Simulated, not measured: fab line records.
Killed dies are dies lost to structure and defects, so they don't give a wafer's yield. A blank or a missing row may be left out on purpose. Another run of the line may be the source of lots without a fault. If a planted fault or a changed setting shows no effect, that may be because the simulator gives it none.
fab line records	flow gf180mcu
record lots=6	wafers=18	lastDay=34
route steps=602 shown V5@551
lots untouched by any fault: they come from a run of this same line in which no faults occurred
startH: hours from the record's opening day to when the first of the lot's shown wafers began	waitH: time in hours since the lot's previous step	" identical to the entry in the row above	L1.1+2: a row that stands for several wafers	- either no value or no given start	* or withheld: withheld	< > ~ a bound
route shown NAME@n: names a module that has steps shown in the file, with the first one's number in the route	usual: mean and standard deviation over wafers with no fault	same: alike in all rows	chamber/n: place in a boat	sites: each site's reading	_std_site: the values' standard deviation	_edge_site: outer sites' mean less inner sites'	radiusMm: how far each site lies from the wafer's centre	mask NAME#n: copy n	behind: the last tool/chamber to shape the wafer	hold: the reason the lot was held/the length of the hold in hours/how it ended	device: the transistor (n, p or np) that didn't switch	end of line: tests run on the same wafers once the route is complete	step lacking rows: just its recipe	killed: the dies lost at the first sort to structure and to defects; this is not the yield of the wafer	map: a wafer's dies, marking killed ones x, the rest . and places with no die _
set.NAME: the setting as run; set.NAME@STEP: as run at that earlier step	model.NAME: the simulator's own value behind a step, which no gauge read
certain route steps with their lots: each step a table, each wafer a row
services: a tool's chamber out of use, with start hour (startH, from the record's first day; less than 0 if before it), hours out, and reason
## steps
# step GF_V5_EXPOSE_11
# recipe maskId=Via5	targetCdNm=260	na=0.68	sourceShape=conventional	sigmaOuter=0.6	doseMj=38
# step GF_V5_PEB_12
# recipe pebTempC=135	pebTimeS=90	resist=KrF
# step GF_V5_DEVELOP_13
# recipe developTimeS=60	resist=KrF	devTempC=21
# step GF_V5_CD_MEAS_14
# recipe targetCdNm=260
# usual cdNm=260.0/1.1
lot.wafer	tool	chamber	startH	waitH	cdNm
L751.1	cdSem-02	-	626.60	0.1	259.4
L751.2	"	-	"	"	259.6
L751.5	"	-	"	"	258.8
L753.1	cdSem-01	-	644.31	0.1	259.1
L753.2	"	-	"	"	259.5
L753.3	"	-	"	"	258.6
L761.2	cdSem-02	-	701.47	0.1	259.8
L761.5	"	-	"	"	262.6
L761.6	"	-	"	"	260.4
L762.3	cdSem-02	-	715.95	0.1	258.2
L762.5	"	-	"	"	258.5
L762.6	"	-	"	"	259.4
L770.1	cdSem-02	-	758.56	0.1	259.5
L770.4	"	-	"	"	261.3
L770.6	"	-	"	"	260.9
L774.2	cdSem-01	-	781.73	0.1	259.8
L774.3	"	-	"	"	259.2
L774.4	"	-	"	"	259.4
# step GF_V5_OVL_MEAS_15
# usual V5_OVL=3/4.7
lot.wafer	tool	chamber	startH	waitH	V5_OVL[nm]
L751.1	overlay-02	-	626.72	0.1	3
L751.2	"	-	"	"	-6
L751.5	"	-	"	"	-1
L753.1	overlay-02	-	644.43	0.1	-1
L753.2	"	-	"	"	-1
L753.3	"	-	"	"	5
L761.2	overlay-01	-	701.57	0.1	-6
L761.5	"	-	"	"	6
L761.6	"	-	"	"	6
L762.3	overlay-01	-	716.04	0.1	8
L762.5	"	-	"	"	4
L762.6	"	-	"	"	2
L770.1	overlay-01	-	758.68	0.1	8
L770.4	"	-	"	"	0
L770.6	"	-	"	"	1
L774.2	overlay-01	-	781.84	0.1	-4
L774.3	"	-	"	"	4
L774.4	"	-	"	"	0
# step GF_V5_ETCH_16
# recipe chemistry=N2/H2	targetDepthA=withheld	overetchA=withheld	timeS=withheld	target=BARC	ionEnergyEv=200	sourceW=500	biasW=100	pressureMtorr=30	n2FlowSccm=100	h2FlowSccm=200
# usual drypumpMotorCurrentA=5.8/0.5	oesProductAu=0.854/0.0044	throttleValvePct=13.225/0.0087
lot.wafer	tool	chamber	startH	waitH	drypumpMotorCurrentA	oesProductAu	throttleValvePct
L751.1	rieDiel-01	1	626.75	0.0	6.5	0.860	13.224
L751.2	"	2	"	"	6.1	0.851	13.240
L751.5	"	0	"	"	6.4	0.856	13.226
L753.1	rieDiel-01	1	644.47	0.0	6.5	0.849	13.231
L753.2	"	3	"	"	5.8	0.851	13.234
L753.3	"	0	"	"	6.4	0.852	13.233
L761.2	rieDiel-03	0	701.60	0.0	5.3	0.856	13.243
L761.5	"	3	"	"	5.6	0.855	13.218
L761.6	"	2	"	"	6.3	0.855	13.235
L762.3	rieDiel-01	2	716.07	0.0	6.1	0.855	13.213
L762.5	"	3	"	"	5.8	0.847	13.218
L762.6	"	2	"	"	6.1	0.849	13.219
L770.1	rieDiel-01	3	758.72	0.0	5.8	0.854	13.215
L770.4	"	3	"	"	5.8	0.857	13.219
L770.6	"	2	"	"	6.1	0.850	13.229
L774.2	rieDiel-02	0	781.87	0.0	6.3	0.861	13.209
L774.3	"	1	"	"	5.0	0.848	13.228
L774.4	"	3	"	"	5.4	0.860	13.222
# step GF_V5_ETCH_17
# recipe chemistry=C4F8/O2/Ar	maskMaterial=KrF	target=SiO2	stopOn=TiN	sourceW=1500	biasW=1200	pressureMtorr=40	c4f8FlowSccm=withheld	O2_flow_sccm=6	Ar_flow_sccm=300	timeS=withheld	targetDepthA=8550
# usual oesProductAu=0.860/0.0048
lot.wafer	tool	chamber	startH	waitH	oesProductAu
L751.1	rieDiel-01	1	-	-	0.862
L751.2	"	2	"	"	0.866
L751.5	"	0	"	"	0.859
L753.1	rieDiel-01	1	-	-	0.862
L753.2	"	3	"	"	0.859
L753.3	"	0	"	"	0.862
L761.2	rieDiel-03	0	-	-	0.865
L761.5	"	3	"	"	0.855
L761.6	"	2	"	"	0.857
L762.3	rieDiel-01	2	-	-	0.862
L762.5	"	3	"	"	0.863
L762.6	"	2	"	"	0.863
L770.1	rieDiel-01	3	-	-	0.854
L770.4	"	3	"	"	0.860
L770.6	"	2	"	"	0.863
L774.2	rieDiel-02	0	-	-	0.858
L774.3	"	1	"	"	0.866
L774.4	"	3	"	"	0.857
# step GF_V5_STRIP_18
# recipe chemistry=O2/N2	powerW=1400	pressureMtorr=1500	platenTempC=250	o2FlowSccm=3000	n2FlowSccm=300	overashFraction=0.5
# usual drypumpMotorCurrentA=5.91/0.27	heaterPowerW=356/25	oesProductAu=0.570/0.0048
# same overashFraction=0.5
lot.wafer	tool	chamber	startH	waitH	drypumpMotorCurrentA	heaterPowerW	oesProductAu	rfHoursCounterH
L751.1	plasmaAsher-03	0	626.91	-	5.74	353	0.564	77
L751.2	"	1	"	"	6.26	352	0.581	77
L751.5	"	1	"	"	6.23	347	0.566	-
L753.1	plasmaAsher-03	0	644.62	-	5.72	350	0.569	79
L753.2	"	1	"	"	6.26	346	0.568	79
L753.3	"	0	"	"	5.75	345	0.561	-
L761.2	plasmaAsher-03	0	701.75	-	5.71	363	0.571	85
L761.5	"	1	"	"	6.25	354	0.562	-
L761.6	"	0	"	"	5.73	349	0.567	-
L762.3	plasmaAsher-02	0	716.26	-	6.12	304	0.570	-
L762.5	"	0	"	"	6.13	308	0.569	-
L762.6	"	1	"	"	5.62	376	0.572	-
L770.1	plasmaAsher-03	0	758.87	-	5.70	351	0.571	92
L770.4	"	0	"	"	5.70	359	0.569	-
L770.6	"	0	"	"	5.71	367	0.571	-
L774.2	plasmaAsher-02	1	782.02	-	5.65	367	0.567	4
L774.3	"	0	"	"	6.13	306	0.567	-
L774.4	"	1	"	"	5.63	359	0.575	-
# step GF_V5_STRIP_19
# recipe chemistry=postEtchResidueRemover	timeS=1200	tempC=72.5
# step GF_V5_CLEAN_20
# recipe chemistry=DIW	dry=n2Spin
# step GF_V5_SPUTTER_21
# recipe material=Ti	targetThkNm=15	chamberPressurePa=5	powerW=2500	substrateTempC=200	timeS=80.02
# usual throttleValvePct=30.3/0.87
lot.wafer	tool	chamber	startH	waitH	throttleValvePct
L751.1	pvdSputter-02	-	627.44	0.0	30.5
L751.2	"	-	"	"	30.5
L751.5	"	-	"	"	30.5
L753.1	pvdSputter-02	-	645.19	0.0	29.3
L753.2	"	-	"	"	30.5
L753.3	"	-	"	"	31.0
L761.2	pvdSputter-01	-	702.29	0.0	29.9
L761.5	"	-	"	"	31.0
L761.6	"	-	"	"	30.1
L762.3	pvdSputter-02	-	716.76	0.0	29.6
L762.5	"	-	"	"	31.5
L762.6	"	-	"	"	30.5
L770.1	pvdSputter-03	-	759.42	0.0	31.4
L770.4	"	-	"	"	28.9
L770.6	"	-	"	"	31.4
L774.2	pvdSputter-02	-	782.57	0.0	30.6
L774.3	"	-	"	"	30.8
L774.4	"	-	"	"	31.4
# step GF_V5_SPUTTER_22
# recipe material=TiN	targetThkNm=10	chamberPressurePa=5	powerW=4000	timeS=40
# usual throttleValvePct=30.3/0.89
lot.wafer	tool	chamber	startH	waitH	throttleValvePct
L751.1	pvdSputter-02	-	627.50	0.0	30.4
L751.2	"	-	"	"	30.7
L751.5	"	-	"	"	30.7
L753.1	pvdSputter-02	-	645.25	0.0	29.7
L753.2	"	-	"	"	30.6
L753.3	"	-	"	"	30.7
L761.2	pvdSputter-01	-	702.35	0.0	30.4
L761.5	"	-	"	"	31.2
L761.6	"	-	"	"	30.2
L762.3	pvdSputter-02	-	716.82	0.0	29.7
L762.5	"	-	"	"	31.3
L762.6	"	-	"	"	30.7
L770.1	pvdSputter-03	-	759.48	0.0	31.8
L770.4	"	-	"	"	28.8
L770.6	"	-	"	"	31.9
L774.2	pvdSputter-02	-	782.63	0.0	30.6
L774.3	"	-	"	"	30.8
L774.4	"	-	"	"	31.4
# step GF_V5_CVD_23
# recipe material=W	targetThkNm=350	timeS=104.9	tempC=400	pressureTorr=40
# usual chamberPressureTorr=39.99/0.09	heaterPowerW=845/36
lot.wafer	tool	chamber	startH	waitH	chamberPressureTorr	heaterPowerW	model.W_of_V5_CVD_23.thkNm
L751.1	cvdW-02	0	627.54	0.0	39.85	831	344.1
L751.2	"	1	"	"	39.92	856	344.2
L751.5	"	0	"	"	40.01	816	349.5
L753.1	cvdW-01	0	645.29	0.0	39.96	772	348.3
L753.2	"	1	"	"	40.01	903	349.9
L753.3	"	1	"	"	39.89	882	349.6
L761.2	cvdW-02	1	702.39	0.0	37.21	884	330.1
L761.5	"	0	"	"	37.13	842	329.2
L761.6	"	1	"	"	37.07	850	330.1
L762.3	cvdW-02	0	716.90	0.1	37.16	838	334.2
L762.5	"	0	"	"	36.96	851	332.1
L762.6	"	1	"	"	37.01	855	328.4
L770.1	cvdW-01	0	759.52	0.0	39.99	786	352.6
L770.4	"	1	"	"	39.96	897	353.4
L770.6	"	0	"	"	39.87	789	350.4
L774.2	cvdW-01	1	782.67	0.0	39.83	905	353.6
L774.3	"	0	"	"	39.90	782	352.7
L774.4	"	1	"	"	39.81	903	353.1
# step GF_V5_RS_MEAS_24
# recipe thkMeasGauge=four-point-probe	reads=W_of_V5_CVD_23+TiN_of_V5_SPUTTER_22+Ti_of_V5_SPUTTER_21
# usual V5_W_RS=0.328/0.0036
lot.wafer	tool	chamber	startH	waitH	V5_W_RS[ohm/sq]
L751.1	filmMetro-03	-	627.65	0.1	0.333
L751.2	"	-	"	"	0.334
L751.5	"	-	"	"	0.329
L753.1	filmMetro-03	-	645.40	0.1	0.330
L753.2	"	-	"	"	0.328
L753.3	"	-	"	"	0.328
L761.2	filmMetro-03	-	702.52	0.1	0.348
L761.5	"	-	"	"	0.349
L761.6	"	-	"	"	0.348
L762.3	filmMetro-01	-	717.02	0.1	0.342
L762.5	"	-	"	"	0.345
L762.6	"	-	"	"	0.348
L770.1	filmMetro-03	-	759.63	0.1	0.326
L770.4	"	-	"	"	0.324
L770.6	"	-	"	"	0.327
L774.2	filmMetro-01	-	782.80	0.1	0.323
L774.3	"	-	"	"	0.324
L774.4	"	-	"	"	0.323
# step GF_V5_THK_MEAS_25
# recipe thkMeasGauge=xrf	reads=W_of_V5_CVD_23
# usual V5_W_THK=343/4.3
lot.wafer	tool	chamber	startH	waitH	V5_W_THK[nm]
L751.1	filmMetro-03	-	627.77	0.1	335
L751.2	"	-	"	"	339
L751.5	"	-	"	"	341
L753.1	filmMetro-03	-	645.52	0.1	340
L753.2	"	-	"	"	341
L753.3	"	-	"	"	341
L761.2	filmMetro-03	-	702.63	0.1	325
L761.5	"	-	"	"	322
L761.6	"	-	"	"	324
L762.3	filmMetro-01	-	717.12	0.1	324
L762.5	"	-	"	"	325
L762.6	"	-	"	"	321
L770.1	filmMetro-03	-	759.75	0.1	342
L770.4	"	-	"	"	342
L770.6	"	-	"	"	339
L774.2	filmMetro-01	-	782.91	0.1	351
L774.3	"	-	"	"	349
L774.4	"	-	"	"	347
# step GF_V5_CMP_26
# recipe stopOn=SiO2	downForcePsi=3.5	platenRpm=60	tOverpolishS=15	targetThkNm=0	padVelocityMS=0.94248
## services
tool	chamber	startH	hours	kind
rieDiel-02	2	605.02	14.8	repair
rieDiel-02	1	618.44	18.0	repair
cvdW-01	0	620.63	6.1	repair
rieDiel-02	0	623.60	3.6	repair
rieDiel-01	1	628.18	10.9	repair
cvdW-01	-	632.11	1.1	repair
pvdSputter-02	3	663.22	-	consumableReplace:kit
pvdSputter-02	3	663.22	18.0	scheduledDown
pvdSputter-02	3	663.22	18.0	ventCycle
rieDiel-03	-	669.88	0.4	repair
rieDiel-03	1	675.54	14.9	repair
cvdW-02	-	675.90	6.0	pm
pvdSputter-03	-	685.73	1.3	repair
rieDiel-03	3	687.83	8.4	repair
pvdSputter-03	-	698.30	1.2	repair
pvdSputter-01	-	729.17	2.7	repair
rieDiel-03	-	730.85	1.1	repair
plasmaAsher-02	-	733.75	9.0	pm
rieDiel-03	-	734.93	2.8	pm
cvdW-01	-	743.89	6.9	pm
rieDiel-01	0	744.08	-	clean
rieDiel-01	0	744.08	19.9	scheduledDown
cvdW-01	1	767.82	5.2	repair
rieDiel-02	-	769.88	2.9	repair
## key
firstSign step=GF_V5_CVD_23	reading=chamberPressureTorr	direction=down	sigmas=32	usual=39.99	struck=37.09
effect step=GF_V5_RS_MEAS_24	reading=V5_W_RS	direction=up	sigmas=5.2	usual=0.328	struck=0.347
effect step=GF_V5_THK_MEAS_25	reading=V5_W_THK	direction=down	sigmas=4.4	usual=343	struck=324
modelEffect step=GF_V5_CVD_23	value=W_of_V5_CVD_23.thkNm	without=343.7	struck=330.7
metAt GF_V5_CVD_23
struckWafers L761.2,L761.5,L761.6,L762.3,L762.5,L762.6
onsetBetween 627.54 702.39
fault kind=processParameterDrift	tool=cvdW-02	chamber=-	onsetH=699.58	steps=GF_V5_CVD_23	channel=pressureTorr	offset=-2.936	shape=step	endH=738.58	actsIn=theseRecipesOnly	stated=40
